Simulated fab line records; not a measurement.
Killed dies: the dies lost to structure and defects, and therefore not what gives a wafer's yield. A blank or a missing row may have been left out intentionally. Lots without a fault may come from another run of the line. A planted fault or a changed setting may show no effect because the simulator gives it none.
Which tool did it? || flow gf180mcu || 12 lots with 36 wafers sampled at 3 steps, on a route of 602 steps

## WHAT THE GAUGES READ, wafer by wafer
GF_M4_OVL_MEAS_15. Usual: M4_OVL typically reads 2 nm, with standard deviation 5.1.
{"lot": "L647", "measured": "day 23 06:52", "on": "overlay-02", "M4_OVL (nm)": "17 3 8", "flag": ""}
{"lot": "L650", "measured": "day 24 11:23", "on": "overlay-02", "M4_OVL (nm)": "-6 -2 -1", "flag": ""}
{"lot": "L651", "measured": "day 24 17:43", "on": "overlay-01", "M4_OVL (nm)": "1 -1 6", "flag": ""}
{"lot": "L653", "measured": "day 25 13:41", "on": "overlay-01", "M4_OVL (nm)": "-6 -1 -5", "flag": ""}
{"lot": "L654", "measured": "day 25 21:13", "on": "overlay-02", "M4_OVL (nm)": "10 0 1", "flag": ""}
{"lot": "L656", "measured": "day 26 12:37", "on": "overlay-02", "M4_OVL (nm)": "3 5 2", "flag": ""}
{"lot": "L658", "measured": "day 27 02:59", "on": "overlay-01", "M4_OVL (nm)": "2 0 3", "flag": ""}
{"lot": "L659", "measured": "day 27 06:46", "on": "overlay-02", "M4_OVL (nm)": "5 0 8", "flag": ""}
{"lot": "L660", "measured": "day 27 23:02", "on": "overlay-02", "M4_OVL (nm)": "-7 -3 -10", "flag": ""}
{"lot": "L661", "measured": "day 28 01:59", "on": "overlay-02", "M4_OVL (nm)": "0 4 2", "flag": ""}
{"lot": "L663", "measured": "day 28 16:52", "on": "overlay-02", "M4_OVL (nm)": "8 -1 -1", "flag": ""}
{"lot": "L664", "measured": "day 28 21:07", "on": "overlay-02", "M4_OVL (nm)": "-3 -3 1", "flag": ""}

GF_V4_THK_MEAS_03. Usual: V4_CVD_02_THK typically reads 848 nm, with standard deviation 10.
{"lot": "L647", "measured": "day 23 07:54", "on": "film metro-03", "V4_CVD_02_THK (nm)": "858 850 846", "flag": ""}
{"lot": "L650", "measured": "day 24 12:26", "on": "film metro-04", "V4_CVD_02_THK (nm)": "841 842 846", "flag": ""}
{"lot": "L651", "measured": "day 24 18:47", "on": "film metro-04", "V4_CVD_02_THK (nm)": "838 855 862", "flag": ""}
{"lot": "L653", "measured": "day 25 14:40", "on": "film metro-02", "V4_CVD_02_THK (nm)": "854 849 854", "flag": ""}
{"lot": "L654", "measured": "day 25 22:11", "on": "film metro-02", "V4_CVD_02_THK (nm)": "838 844 854", "flag": ""}
{"lot": "L656", "measured": "day 26 13:31", "on": "film metro-04", "V4_CVD_02_THK (nm)": "832 822 840", "flag": ""}
{"lot": "L658", "measured": "day 27 03:53", "on": "film metro-02", "V4_CVD_02_THK (nm)": "833 844 851", "flag": ""}
{"lot": "L659", "measured": "day 27 07:53", "on": "film metro-02", "V4_CVD_02_THK (nm)": "836 848 849", "flag": ""}
{"lot": "L660", "measured": "day 27 23:56", "on": "film metro-02", "V4_CVD_02_THK (nm)": "833 846 845", "flag": ""}
{"lot": "L661", "measured": "day 28 02:53", "on": "film metro-02", "V4_CVD_02_THK (nm)": "837 854 843", "flag": ""}
{"lot": "L663", "measured": "day 28 17:47", "on": "film metro-02", "V4_CVD_02_THK (nm)": "840 847 859", "flag": ""}
{"lot": "L664", "measured": "day 28 22:01", "on": "film metro-03", "V4_CVD_02_THK (nm)": "854 861 856", "flag": ""}

GF_V4_BOW_MEAS_05. Usual: V4_BOW typically reads 134 um, with standard deviation 8.1.
{"lot": "L647", "measured": "day 23 08:16", "on": "film metro-04", "V4_BOW (um)": "145 155 133", "flag": ""}
{"lot": "L650", "measured": "day 24 12:48", "on": "film metro-04", "V4_BOW (um)": "140 137 118", "flag": ""}
{"lot": "L651", "measured": "day 24 19:09", "on": "film metro-03", "V4_BOW (um)": "122 128 135", "flag": ""}
{"lot": "L653", "measured": "day 25 15:03", "on": "film metro-04", "V4_BOW (um)": "140 132 144", "flag": ""}
{"lot": "L654", "measured": "day 25 22:34", "on": "film metro-04", "V4_BOW (um)": "146 128 144", "flag": ""}
{"lot": "L656", "measured": "day 26 13:53", "on": "film metro-03", "V4_BOW (um)": "146 137 136", "flag": ""}
{"lot": "L658", "measured": "day 27 04:15", "on": "film metro-03", "V4_BOW (um)": "143 143 144", "flag": ""}
{"lot": "L659", "measured": "day 27 08:14", "on": "film metro-04", "V4_BOW (um)": "133 133 136", "flag": ""}
{"lot": "L660", "measured": "day 28 00:19", "on": "film metro-02", "V4_BOW (um)": "131 122 122", "flag": ""}
{"lot": "L661", "measured": "day 28 03:15", "on": "film metro-04", "V4_BOW (um)": "139 138 129", "flag": ""}
{"lot": "L663", "measured": "day 28 18:09", "on": "film metro-02", "V4_BOW (um)": "113 122 123", "flag": ""}
{"lot": "L664", "measured": "day 28 22:22", "on": "film metro-03", "V4_BOW (um)": "124 130 137", "flag": ""}

## EACH LOT AND THE TOOL THAT RAN IT (in order: tool; ch and the chambers of the sampled wafers; start)
Record: no process step prior to these readings.

## WHAT THE TOOLS THEMSELVES READ (means of the sampled wafers that have a number; where no wafer has one, the mark that the record gives instead)
The record holds no such reading with a usual standard deviation.

## THE ANSWER, worked out from the rows above alone
Rule: take the mean of a lot's wafers that have a number; if it is more than 3 standard deviations from the usual mean, the lot is off. Also off: a lot with no number at a reading for which 4 or more lots have one. The other lots that the step has rows for count as sound. The gauges are gone through in route order, then the tools' own readings, and for those a lot's mean is taken as printed above. At the first step where some lot is off, the reading lying furthest off is the one used; lots without a number count as furthest.
None of the lots is off at any reading shown; this tells nothing.

## WHAT THE SIMULATOR HAD PUT IN
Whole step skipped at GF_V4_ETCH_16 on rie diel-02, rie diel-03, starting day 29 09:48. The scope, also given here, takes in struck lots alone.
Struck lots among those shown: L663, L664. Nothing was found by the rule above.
